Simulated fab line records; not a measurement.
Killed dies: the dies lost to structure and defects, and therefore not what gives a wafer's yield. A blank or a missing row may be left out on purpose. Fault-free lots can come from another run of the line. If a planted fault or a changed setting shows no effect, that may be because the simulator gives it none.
Check for tools in common | flow sky130 | Sampled: 11 lots, 42 wafers

REASON IT WAS OPENED
3 of 11 lots carry a flag on the reading SONOS_ONO_OXIDATION_THK at SKY_SONOS_ONO_THK_MEAS_01. Wafers without a fault read 2.61 nm, standard deviation 0.057.
Rule: a lot is flagged when every wafer of it that has a number lies more than 4 standard deviations from that mean, or none has a number. As for the other lots, they are considered sound.

lot  | measured     | on            | SONOS_ONO_OXIDATION_THK (nm), wafer by wafer | flag
L176 | day 13 22:14 | film-metro-04 | 2.62 2.67 2.71                               |
L177 | day 14 05:24 | film-metro-01 | 2.68 2.71 2.74                               |
L180 | day 15 07:05 | film-metro-04 | 2.59 2.58 2.59                               |
L181 | day 15 14:29 | film-metro-03 | 2.62 2.57 2.64                               |
L183 | day 16 04:29 | film-metro-04 | 2.53 2.51 2.56                               |
L184 | day 16 14:29 | film-metro-03 | 2.56 2.63 2.62                               |
L185 | day 16 18:46 | film-metro-04 | 2.97 2.92 2.91 2.98 2.88 2.88                | FLAGGED
L187 | day 17 12:38 | film-metro-04 | 2.96 2.93 2.90 2.92 2.90 2.93                | FLAGGED
L188 | day 18 01:45 | film-metro-04 | 2.91 2.92 2.90 2.86 2.85 2.92                | FLAGGED
L189 | day 18 07:32 | film-metro-03 | 2.63 2.65 2.72                               |
L190 | day 18 10:22 | film-metro-01 | 2.61 2.69 2.66                               |
The mean of the flagged lots' numbers is 2.91 nm, +0.30 nm from the usual (+5 standard deviations).

WHICH TOOL EACH LOT WENT THROUGH
The record holds 1 process step before the reading, out of a route of 708 steps. Every cell lists first the tool, next ch and the chambers used by the sampled wafers, and last the start.
lot  | flag    | SKY_SONOS_ONO_OXIDATION_00
L176 |         | furnace-01 ch 0, day 13 20:53
L177 |         | furnace-01 ch 0, day 14 04:03
L180 |         | furnace-02 ch 0, day 15 05:43
L181 |         | furnace-01 ch 0, day 15 13:08
L183 |         | furnace-01 ch 0, day 16 03:09
L184 |         | furnace-01 ch 0, day 16 13:08
L185 | FLAGGED | furnace-01 ch 0, day 16 17:25
L187 | FLAGGED | furnace-01 ch 0, day 17 11:16
L188 | FLAGGED | furnace-01 ch 0, day 18 00:25
L189 |         | furnace-02 ch 0, day 18 06:10
L190 |         | furnace-02 ch 0, day 18 09:01
These steps, and what they do:
- SKY_SONOS_ONO_OXIDATION_00: stabilise 600 s, purge 300 s, target thk 2.6 nm.
- SKY_SONOS_ONO_THK_MEAS_01

FLAGGED AGAINST TOTAL, ONE TOOL AT A TIME (gauges that did the reading follow at the end)
step                       | tool          | lots run | flagged | share of the flagged lots | sound lots run after its first flagged lot
SKY_SONOS_ONO_OXIDATION_00 | furnace-01    | 8        | 3       | all                       | 0
SKY_SONOS_ONO_OXIDATION_00 | furnace-02    | 3        | 0       | none                      | -
SKY_SONOS_ONO_THK_MEAS_01  | film-metro-01 | 2        | 0       | none                      | -
SKY_SONOS_ONO_THK_MEAS_01  | film-metro-03 | 3        | 0       | none                      | -
SKY_SONOS_ONO_THK_MEAS_01  | film-metro-04 | 6        | 3       | all                       | 0

WHAT THE TABLE PERMITS
Table rows that saw every flagged lot: 2, namely furnace-01 at SKY_SONOS_ONO_OXIDATION_00 and film-metro-04 at SKY_SONOS_ONO_THK_MEAS_01.
- furnace-01 at SKY_SONOS_ONO_OXIDATION_00: 3 of its 8 lots flagged. A fault beginning between L184 (day 16 13:08), its last sound lot, and L185 (day 16 17:25), its first flagged one, fits the data. Its own readings (spike-tc-lower-C, tube-center-temp-C, tube_center_temp_C_max) fall more than 4 standard deviations out on all wafers of the flagged lots.
- film-metro-04 at SKY_SONOS_ONO_THK_MEAS_01: 3 of its 6 lots flagged. A fault beginning between L183 (day 16 04:29), its last sound lot, and L185 (day 16 18:46), its first flagged one, fits the data.
Because each of these 2 tools fits a fault that began at some hour, counting lots does not separate them. More lots, or a look at what each step does to the wafer, might.

WHAT HAD BEEN PUT IN BY THE SIMULATOR
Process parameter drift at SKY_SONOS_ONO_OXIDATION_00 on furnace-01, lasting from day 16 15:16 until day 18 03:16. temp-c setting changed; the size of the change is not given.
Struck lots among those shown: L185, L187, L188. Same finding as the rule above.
